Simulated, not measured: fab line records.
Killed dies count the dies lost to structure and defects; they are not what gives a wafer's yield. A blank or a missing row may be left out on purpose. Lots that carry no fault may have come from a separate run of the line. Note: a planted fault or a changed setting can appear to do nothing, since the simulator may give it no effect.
What tool caused it? ; flow gf180mcu ; Sampling: 6 lots, 18 wafers, 2 of 602 route steps

WHAT THE GAUGES READ, wafer by wafer
GF_V1_RS_MEAS_24: a four-point-probe measurement.
lot;measured;on;V1_W_RS (ohm/sq)
L945;day 18 11:58;filmMetro-04;0.323 0.327 0.320
L948;day 19 18:37;filmMetro-04;0.332 0.328 0.330
L950;day 20 04:43;filmMetro-02;0.329 0.324 0.332
L953;day 21 11:01;filmMetro-04;0.330 0.332 0.334
L956;day 22 18:15;filmMetro-04;0.332 0.337 0.330
L960;day 24 01:10;filmMetro-04;0.320 0.325 0.320

EACH LOT AND THE TOOL THAT RAN IT (in order: tool; ch and the chambers of the sampled wafers; start)
lot;GF_HV_LDD_STRIP_22
L945;plasmaAsher-01 ch 0,1, day 11 02:44
L948;plasmaAsher-02 ch 0,1, day 12 01:40
L950;plasmaAsher-02 ch 0,1, day 12 10:41
L953;plasmaAsher-02 ch 0,1, day 13 12:32
L956;plasmaAsher-02 ch 0,1, day 14 10:06
L960;plasmaAsher-02 ch 0,1, day 15 18:26
- GF_HV_LDD_STRIP_22: strips in O2/N2.

THE ANSWER, worked out from the rows above alone
Rule: what is usual is taken from the lots themselves. The widest of any qualifying gaps counts: lots, ordered by their means at a reading, are off when they make up no more than a third of the lots, leave a main group of 4 or more, and stand apart from it by 3 or more times the standard deviation of that group's means. A main group whose means are all the same, to the digits that the tables above print for the reading, isn't used. Also off: a lot with no number at a reading for which 4 or more lots have one. The other lots that the step has rows for count as sound.
No lot is off at any reading shown: from this, nothing can be told.

WHAT WAS PUT IN BY THE SIMULATOR
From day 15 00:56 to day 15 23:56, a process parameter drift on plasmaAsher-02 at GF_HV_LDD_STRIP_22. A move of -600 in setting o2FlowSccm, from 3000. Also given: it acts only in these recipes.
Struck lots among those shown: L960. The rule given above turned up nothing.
